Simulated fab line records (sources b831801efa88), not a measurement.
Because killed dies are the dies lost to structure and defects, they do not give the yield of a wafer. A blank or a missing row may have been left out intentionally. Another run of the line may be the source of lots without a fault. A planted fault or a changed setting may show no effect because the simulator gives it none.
Comparing a struck lot with a sound one -- flow sky130 -- 44 out of 708 route steps
Sound: these wafers, L402.2, L402.4, L402.5. Wafers struck: L415.2, L415.3, L415.5. The cause is given at the end.
At each step with rows: each side's tool, then ch and its chambers, then its first start. Under that, the readings that differ: sound wafers -- struck wafers -- difference of the means -- sigmas: that difference in standard deviations of wafers without a fault.
alike: words and numbers the same on both sides, and readings whose means are apart by under 2 such deviations; not compared: readings that were withheld, readings missing a value for some wafer, numbers with overlapping values and no deviation given by the record, and bounds like >300 which may hide the same value.
The two part at a step that has a row with sigmas, a row that says differs or no value, or rows on one side only. Numbers that don't overlap but have no deviation are shown without sigmas and don't part them. Lack of a reading on every wafer of one side parts them only where that side has two or more wafers.

first, 2 steps without rows for these wafers: SKY_DNWELL_DEVELOP_06 (develop time 60 s); SKY_DNWELL_IMPLANT_07.
SKY_DNWELL_STRIP_08: strips in O2/N2.
  sound on plasma_asher-03 ch 0,1, day 4 02:41; struck on plasma_asher-02 ch 1, day 7 01:02
  alike: drypump_motor_current_A, o2_flow_sccm, oes_product_au, strip_time_to_endpoint_s
  not compared: rf_hours_counter_h
SKY_DNWELL_TW_MEAS_09:
  sound: film_metro-02 at day 4 02:48; struck: film_metro-02 at day 7 01:09
  alike: DNWELL_TW
then, 7 steps without rows for these wafers: SKY_PWDE_DEHYDRATE_00 (time 60 s); SKY_PWDE_HMDS_01 (prime time 60 s); SKY_PWDE_COAT_02 (resist thk 3000 nm); SKY_PWDE_SOFTBAKE_03; SKY_PWDE_EXPOSE_04 (exposes mask PWDEM, target cd 840 nm); SKY_PWDE_PEB_05; SKY_PWDE_DEVELOP_06 (develop time 60 s).
SKY_PWDE_OVL_MEAS_07:
  sound: overlay-02 at day 4 19:35; struck: overlay-02 at day 7 20:50
  alike: PWDE_OVL
SKY_PWDE_IMPLANT_08:
  sound on implanter-04 ch 0, day 4 19:38; struck on implanter-01 ch 0, day 7 20:53
reading,sound,struck,difference,sigmas
dose_ions_cm2,3.596e+12 3.605e+12 3.601e+12,3.505e+12 3.502e+12 3.497e+12,-9.933e+10,-25
  alike: end_station_pressure_torr
SKY_PWDE_STRIP_09: strips in O2/N2.
  sound on plasma_asher-01 ch 0, day 4 19:46; struck on plasma_asher-01 ch 0,1, day 7 21:01
  alike: drypump_motor_current_A, o2_flow_sccm, oes_product_au, strip_time_to_endpoint_s
  not compared: rf_hours_counter_h
SKY_PWDE_TW_MEAS_10:
  sound: film_metro-04 at day 4 19:52; struck: film_metro-04 at day 7 21:07
reading,sound,struck,difference,sigmas
PWDE_TW,376 376 376,369 369 371,-6,-2
then, 7 steps without rows for these wafers: SKY_NWELL_DEHYDRATE_03 (time 60 s); SKY_NWELL_HMDS_04 (prime time 60 s); SKY_NWELL_COAT_05 (resist thk 3000 nm); SKY_NWELL_SOFTBAKE_06; SKY_NWELL_EXPOSE_07 (exposes mask NWM, target cd 840 nm); SKY_NWELL_PEB_08; SKY_NWELL_DEVELOP_09 (develop time 60 s).
SKY_NWELL_OVL_MEAS_10:
  sound: overlay-02 at day 5 13:35; struck: overlay-01 at day 8 16:47
  alike: NWELL_00_OVL
then, 3 steps without rows for these wafers: SKY_NWELL_IMPLANT_11; SKY_NWELL_IMPLANT_12; SKY_NWELL_IMPLANT_13.
SKY_NWELL_STRIP_14: strips in O2/N2.
  sound on plasma_asher-02 ch 0,1, day 5 14:04; struck on plasma_asher-01 ch 0,1, day 8 17:16
  alike: drypump_motor_current_A, o2_flow_sccm, oes_product_au, strip_time_to_endpoint_s
  not compared: rf_hours_counter_h
SKY_NWELL_TW_MEAS_15:
  sound: film_metro-04 at day 5 14:10; struck: film_metro-04 at day 8 17:22
  alike: NWELL_TW
then, 7 steps without rows for these wafers: SKY_NWELL_DEHYDRATE_16 (time 60 s); SKY_NWELL_HMDS_17 (prime time 60 s); SKY_NWELL_COAT_18 (resist thk 3000 nm); SKY_NWELL_SOFTBAKE_19; SKY_NWELL_EXPOSE_20 (exposes mask NWM COMPLEMENT, target cd 840 nm); SKY_NWELL_PEB_21; SKY_NWELL_DEVELOP_22 (develop time 60 s).
SKY_NWELL_OVL_MEAS_23:
  sound: overlay-02 at day 6 08:17; struck: overlay-01 at day 9 14:26
  alike: NWELL_01_OVL
following that, these wafers have no rows for 1 step: SKY_NWELL_IMPLANT_24.
SKY_NWELL_STRIP_25: strips in O2/N2.
  sound on plasma_asher-04 ch 0,1, day 6 08:28; struck on plasma_asher-02 ch 0, day 9 14:37
  alike: drypump_motor_current_A, o2_flow_sccm, oes_product_au, strip_time_to_endpoint_s
  not compared: rf_hours_counter_h
SKY_NWELL_TW_MEAS_26:
  sound: film_metro-04 at day 6 08:34; struck: film_metro-02 at day 9 14:43
  alike: NWELL_2_TW
then, 1 step without rows for these wafers: SKY_NWELL_CLEAN_27 (cleans in SC1/SC2, time 153.6 s).
SKY_NWELL_RTA_28: time 30 s.
  sound on rtp_anneal-02 ch 0, day 6 08:41; struck on rtp_anneal-02 ch 0, day 9 14:50
  alike: lamp_power_pct, wafer_temp_C_max
SKY_NWELL_RS_MEAS_29: the measuring method here is four-point-probe.
  sound: film_metro-04 at day 6 08:48; struck: film_metro-03 at day 9 14:56
  alike: NWELL_RS
SKY_NWELL_RS_MEAS_31: the measuring method here is four-point-probe.
  sound: film_metro-04 at day 6 09:02; struck: film_metro-03 at day 9 15:11
reading,sound,struck,difference,sigmas
PWDE_RS (ohm/sq),5268 5243 5257,5391 5389 5404,+139,+8
-- the record jumps here: 41 days lie between the struck wafers' starts before and after (it left off in module NWELL and takes up again in module PAD_OPEN, whose first step shown is number 708 of the route) --
SKY_PAD_OPEN_PROBE_99:
  sound: prober-01 at day 47 09:38; struck: prober-01 at day 50 09:07
reading,sound,struck,difference,sigmas
model.etest.res_pwde_under_gate.rs_ohm_sq,6177 6109 6121,6383 6356 6347,+226,
  alike: killed_at_M0_to_M3, killed_at_M4_up, killed_at_contacts, killed_at_front_end, killed_at_other, killed_dies, killed_open, killed_short

== WHERE THEY PART ==
First at SKY_PWDE_IMPLANT_08; last, within this record, at SKY_NWELL_RS_MEAS_31. Later steps at which nothing parts them and some readings are alike: SKY_PAD_OPEN_PROBE_99.

WHY: what the simulator had put in
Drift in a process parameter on implanter-01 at SKY_PWDE_IMPLANT_08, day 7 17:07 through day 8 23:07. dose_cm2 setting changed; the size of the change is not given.
